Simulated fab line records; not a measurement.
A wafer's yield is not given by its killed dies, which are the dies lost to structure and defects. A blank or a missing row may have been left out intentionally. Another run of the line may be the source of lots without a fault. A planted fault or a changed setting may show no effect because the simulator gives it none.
The tool behind it: which one?    flow gf180mcu    13 lots with 39 wafers sampled at 4 steps, on a route of 602 steps

== WHAT THE GAUGES SHOWED, per wafer ==
GF_V5_THK_MEAS_01.
lot   measured      on             V5_CVD_00_THK (nm)
L685  day 26 09:04  film-metro-03  296.2 296.5 297.6
L686  day 26 17:20  film-metro-03  299.5 293.2 298.9
L687  day 26 20:06  film-metro-02  299.2 292.8 290.8
L688  day 27 02:46  film-metro-02  296.6 296.3 294.7
L689  day 27 14:32  film-metro-04  300.1 298.5 293.4
L690  day 28 01:11  film-metro-04  297.1 298.1 296.2
L691  day 28 08:22  film-metro-03  296.5 298.0 297.6
L693  day 28 23:00  film-metro-04  298.0 295.2 297.2
L694  day 29 06:26  film-metro-03  297.2 297.3 300.2
L695  day 29 12:36  film-metro-03  301.5 299.6 297.2
L698  day 30 06:23  film-metro-03  296.3 299.1 300.5
L702  day 31 08:11  film-metro-04  293.9 293.8 294.6
L705  day 32 04:01  film-metro-04  296.7 293.6 301.3

GF_V5_THK_MEAS_03.
lot   measured      on             V5_CVD_02_THK (nm)
L685  day 26 09:14  film-metro-02  1398 1402 1436
L686  day 26 17:31  film-metro-04  1440 1467 1471
L687  day 26 20:16  film-metro-04  1475 1483 1484
L688  day 27 02:56  film-metro-04  1435 1437 1442
L689  day 27 14:42  film-metro-02  1423 1453 1464
L690  day 28 01:22  film-metro-04  1414 1426 1453
L691  day 28 08:32  film-metro-03  1450 1483 1483
L693  day 28 23:10  film-metro-03  1450 1436 1482
L694  day 29 06:36  film-metro-02  1436 1438 1429
L695  day 29 12:46  film-metro-02  1418 1449 1444
L698  day 30 06:34  film-metro-04  1443 1434 1461
L702  day 31 08:22  film-metro-02  1410 1430 1440
L705  day 32 04:14  film-metro-04  1437 1449 1476

GF_PASSIVATION_BOW_MEAS_14.
lot   measured      on             PASSIVATION_BOW (um)
L685  day 29 03:34  film-metro-02  131 137 136
L686  day 29 10:23  film-metro-01  127 129 127
L687  day 29 12:38  film-metro-04  112 122 123
L688  day 29 18:44  film-metro-04  151 143 143
L689  day 30 04:42  film-metro-02  138 136 134
L690  day 30 16:33  film-metro-02  165 161 150
L691  day 30 22:34  film-metro-04  125 118 127
L693  day 31 12:20  film-metro-04  150 140 149
L694  day 31 17:38  film-metro-04  140 140 137
L695  day 31 23:09  film-metro-04  143 129 136
L698  day 32 15:32  film-metro-02  123 127 124
L702  day 33 15:08  film-metro-02  138 144 154
L705  day 34 08:18  film-metro-04  133 131 149

== WHICH TOOL RAN EACH LOT (tool, then ch and the chambers of the sampled wafers, then the start) ==
lot   GF_MIM_SPUTTER_00
L685  pvd-sputter-01, day 24 11:58
L686  pvd-sputter-01, day 24 21:49
L687  pvd-sputter-03, day 24 23:13
L688  pvd-sputter-03, day 25 08:13
L689  pvd-sputter-01, day 25 19:16
L690  pvd-sputter-01, day 26 06:28
L691  pvd-sputter-01, day 26 14:49
L693  pvd-sputter-03, day 27 06:17
L694  pvd-sputter-01, day 27 12:58
L695  pvd-sputter-01, day 27 20:35
L698  pvd-sputter-04, day 28 14:43
L702  pvd-sputter-04, day 29 18:47
L705  pvd-sputter-04, day 30 15:08
- GF_MIM_SPUTTER_00: material Ti, target thk 37.5 nm, time 150 s.

== AS READ BY THE TOOLS THEMSELVES (means over the sampled wafers that have a number; for cases with no such wafer, the mark the record gives instead) ==
GF_MIM_SPUTTER_00.
lot   tool            chamber-pressure-pa (Pa)  throttle-valve-pct (%)
L685  pvd-sputter-01  1.995                     30.2
L686  pvd-sputter-01  2.001                     29.7
L687  pvd-sputter-03  1.999                     30.1
L688  pvd-sputter-03  2.002                     30.1
L689  pvd-sputter-01  1.999                     29.8
L690  pvd-sputter-01  2.003                     28.7
L691  pvd-sputter-01  1.999                     29.7
L693  pvd-sputter-03  2.000                     30.7
L694  pvd-sputter-01  1.996                     29.6
L695  pvd-sputter-01  1.997                     30.5
L698  pvd-sputter-04  2.005                     30.6
L702  pvd-sputter-04  2.000                     31.0
L705  pvd-sputter-04  1.998                     30.9

== THE ANSWER, worked out from the rows above alone ==
Rule: the lots themselves supply what counts as usual. Put in order of their means at a reading, lots are off if they are a third of the lots or fewer, leave a main group of 4 or more, and stand apart from it by a gap of 3 or more times the standard deviation of the main group's means; of several such gaps the widest counts. If all means in a main group match to the digits the tables above print for the reading, that group is not used. A lot without any number at a reading at which 4 lots or more have one is off too. Where the step has rows for the other lots, those lots are counted as sound. The gauges are gone through in route order, then the tools' own readings, and for those a lot's mean is taken as printed above. The first step at which some lot is off is used, and at that step the reading that is off furthest; a lot without a number counts as furthest.
Nothing can be told from this: no lot is off at any reading shown.

== WHAT WAS PUT IN BY THE SIMULATOR ==
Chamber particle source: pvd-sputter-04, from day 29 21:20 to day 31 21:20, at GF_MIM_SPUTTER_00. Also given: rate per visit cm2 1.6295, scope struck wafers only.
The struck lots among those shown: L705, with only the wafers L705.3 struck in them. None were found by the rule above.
